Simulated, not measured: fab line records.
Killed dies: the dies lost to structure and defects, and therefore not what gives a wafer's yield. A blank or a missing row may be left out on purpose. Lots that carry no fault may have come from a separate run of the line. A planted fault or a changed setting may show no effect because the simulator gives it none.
Which of the tools did it? ; flow gf180mcu ; 18 wafers from 6 lots sampled at 2 of the route's 602 steps

WHAT THE GAUGES SHOWED, per wafer
GF_POLY_GATE_THK_MEAS_01.
lot;measured;on;POLY_GATE_CVD_00_THK (nm)
L167;day 9 08:22;film metro-03;202.1 202.0 203.1
L170;day 10 14:34;film metro-02;201.4 202.4 201.5
L172;day 10 21:00;film metro-02;201.2 199.7 201.0
L175;day 11 14:17;film metro-03;202.2 202.3 202.7
L181;day 13 09:05;film metro-01;308.1 260.4 241.3
L185;day 14 15:52;film metro-01;199.4 199.7 200.3

TOOL THAT RAN EACH LOT (tool first, then ch and the chambers of the sampled wafers, then the start)
lot;GF_POLY_GATE_CVD_00
L167;lpcvd-02 ch 0, day 9 07:02
L170;lpcvd-02 ch 0, day 10 13:14
L172;lpcvd-02 ch 1, day 10 19:40
L175;lpcvd-02 ch 0, day 11 12:56
L181;lpcvd-02 ch 0, day 13 07:44
L185;lpcvd-01 ch 1, day 14 14:32
- GF_POLY_GATE_CVD_00: deposits poly-Si, target thk 200 nm, time 1200 s.

THE ANSWER, worked out from the rows above alone
Rule: usual is defined by the lots themselves. The widest of any qualifying gaps counts: lots, ordered by their means at a reading, are off when they make up no more than a third of the lots, leave a main group of 4 or more, and stand apart from it by 3 or more times the standard deviation of that group's means. Not used: any main group whose means are identical at the precision the tables above print for the reading. A lot without any number at a reading at which 4 lots or more have one is off too. All remaining lots with rows at the step are treated as sound.
Off: L181, at GF_POLY_GATE_THK_MEAS_01 (POLY_GATE_CVD_00_THK). The main group has a mean of 201.4 nm with a standard deviation of 1.
If a tool, at a process step before that reading, ran all the lots that are off and no sound lot after the first of them, it fits. The gauges at GF_POLY_GATE_THK_MEAS_01 are tried like those tools. One candidate fits, namely lpcvd-02 at GF_POLY_GATE_CVD_00. A fault onset in the window from L175 (day 11 12:56, its last sound lot) to L181 (day 13 07:44, its first lot off) fits.

WHAT WAS PUT IN BY THE SIMULATOR
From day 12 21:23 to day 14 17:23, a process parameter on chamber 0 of lpcvd-02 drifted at GF_POLY_GATE_CVD_00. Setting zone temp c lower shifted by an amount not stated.
Shown lots that were struck: L181. This agrees with what the rule above found.
